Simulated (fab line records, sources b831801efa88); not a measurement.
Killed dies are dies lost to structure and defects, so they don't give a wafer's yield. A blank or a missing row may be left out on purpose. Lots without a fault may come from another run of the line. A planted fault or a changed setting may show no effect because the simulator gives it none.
One fault seen from 2 desks | flow sky130 | each desk has only its own numbers; what lay behind them comes last

THE TOOL OWNER'S DESK: litho_track-03
The tool's own readings at SKY_DNWELL_DEHYDRATE_00 (time 60 s): means of the sampled wafers that have a number, for each lot that ran on this tool. A lot is out of limits, marked OUT, if its mean lies more than 4 standard deviations from the usual mean; the brackets give that distance.
Columns: A = heater_power_total_W at SKY_DNWELL_DEHYDRATE_00, usual 160.38 W
lot  | first seen here | A
L421 | day 3 10:08     | 160.45
L424 | day 4 05:07     | 160.35
L426 | day 4 14:53     | 168.34 (+61) OUT
L427 | day 4 16:31     | 168.15 (+60) OUT
L428 | day 5 01:53     | 168.30 (+61) OUT
This desk's finding: out of limits on L426, L427, L428; first on L426, day 4 14:53 (heater_power_total_W at SKY_DNWELL_DEHYDRATE_00). In limits: L421, L424.

THE METROLOGY DESK
What the gauges read, lot by lot, whatever tool the lot ran on: means of the sampled wafers that have a number. A lot is out of limits, marked OUT, if its mean lies more than 4 standard deviations from the usual mean; the brackets give that distance.
Columns: A = NWELL_TW at SKY_NWELL_TW_MEAS_15, usual 1807; B = NWELL_2_TW at SKY_NWELL_TW_MEAS_26, usual 494
lot  | first seen here | A    | B
L418 | day 4 14:14     | 1824 | 499
L419 | day 4 14:36     | 1777 | 484
L420 | day 5 02:50     | 1773 | 499
L421 | day 5 05:05     | 1774 | 499
L423 | day 6 03:24     | 1818 | 488
L424 | day 6 03:50     | 1819 | 496
L426 | day 6 12:59     | 1822 | 500
L427 | day 6 15:10     | 1826 | 500
L428 | day 7 02:28     | 1786 | 495
L432 | day 8 08:17     | 1809 | 496
L434 | day 8 14:47     | 1800 | 498
L435 | day 8 19:37     | 1811 | 494
L436 | day 8 21:36     | 1804 | 487
L437 | day 9 07:12     | 1823 | 496
This desk's finding: nothing out of limits on any of the 14 lots.

PUT TOGETHER
The tool owner's desk could have raised an alarm at day 4 14:53, on L426, L427, L428.
The metrology desk saw nothing out of limits.
The metrology desk has L426, L427, L428 on record, within its limits.
Of the lots named, all ran SKY_DNWELL_DEHYDRATE_00 on litho_track-03.

WHAT THE SIMULATOR HAD PUT IN
Process parameter drift: litho_track-03, from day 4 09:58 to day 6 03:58, at SKY_DNWELL_DEHYDRATE_00. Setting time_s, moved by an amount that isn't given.
Lots struck among those shown: L426, L427, L428.
Hours from the fault's start to each desk's first reading out of limits: the tool owner's desk, 5.
